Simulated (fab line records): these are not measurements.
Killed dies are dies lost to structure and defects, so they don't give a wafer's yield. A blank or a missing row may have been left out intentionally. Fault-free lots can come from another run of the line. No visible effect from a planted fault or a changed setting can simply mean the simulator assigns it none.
One fault seen from 2 desks + flow gf180mcu + every desk sees just its own numbers, and what lay behind them comes last

FROM THE METROLOGY DESK
Lot by lot, what the gauges showed, no matter which tool ran the lot: averages of those sampled wafers that carry a number. Marked OUT: a lot whose mean sits more than 4 standard deviations from the usual mean, which makes it out of limits; the brackets give that distance.
Columns: A = M2_OVL at GF_M2_OVL_MEAS_15, usual 3 nm; B = V3_CVD_00_THK at GF_V3_THK_MEAS_01, usual 599 nm
| lot  | first seen here | A  | B   |
|------|-----------------|----|-----|
| L881 | day 19 05:56    | 7  | 607 |
| L882 | day 19 23:26    | -1 | 588 |
| L884 | day 20 17:14    | 6  | 602 |
| L885 | day 21 02:32    | -6 | 594 |
| L888 | day 22 15:41    | 7  | 596 |
| L889 | day 23 13:17    | 7  | 589 |
| L892 | day 23 22:14    | -1 | 593 |
| L893 | day 24 14:10    | 4  | 592 |
| L894 | day 24 16:23    | -3 | 600 |
| L896 | day 25 01:17    | -5 | 592 |
| L898 | day 25 16:56    | 5  | 596 |
| L899 | day 25 23:35    | 8  | 598 |
| L903 | day 27 03:15    | -4 | 597 |
This desk's finding: nothing out of limits on any of the 13 lots.

DESK OF THE TOOL OWNER: litho track-01
The tool's own readings at GF_M1_DEVELOP_13 (develop time 60 s): means of the sampled wafers that have a number, for each lot that ran on this tool. Marked OUT: a lot whose mean sits more than 4 standard deviations from the usual mean, which makes it out of limits; the brackets give that distance.
Columns: A = developer temp C at GF_M1_DEVELOP_13, usual 20.98 C; B = exhaust pa at GF_M1_DEVELOP_13, usual 45.1 Pa
| lot  | first seen here | A                | B    |
|------|-----------------|------------------|------|
| L881 | day 17 03:43    | 20.94            | 44.0 |
| L892 | day 21 20:40    | 20.99            | 45.5 |
| L893 | day 22 13:37    | 20.15 (-6.9) OUT | 45.3 |
| L894 | day 22 15:47    | 20.06 (-7.6) OUT | 44.7 |
Finding of this desk: L893, L894 out of limits; the first was L893 at day 22 13:37, on developer temp C at GF_M1_DEVELOP_13. L881, L892 stayed within limits.

ALL TOGETHER
An alarm could have come from the tool owner's desk at day 22 13:37, on L893, L894.
From the metrology desk's view, nothing was out of limits.
The metrology desk holds a record of L893, L894, inside its limits.
Of the lots named, all ran GF_M1_DEVELOP_13 on litho track-01.

WHAT THE SIMULATOR HAD PUT IN
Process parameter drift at GF_M1_DEVELOP_13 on litho track-01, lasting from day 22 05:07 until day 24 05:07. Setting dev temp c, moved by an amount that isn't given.
Lots struck among those shown: L893, L894.
Delay in hours, fault start to first out-of-limits reading, by desk: the tool owner's desk at 8.
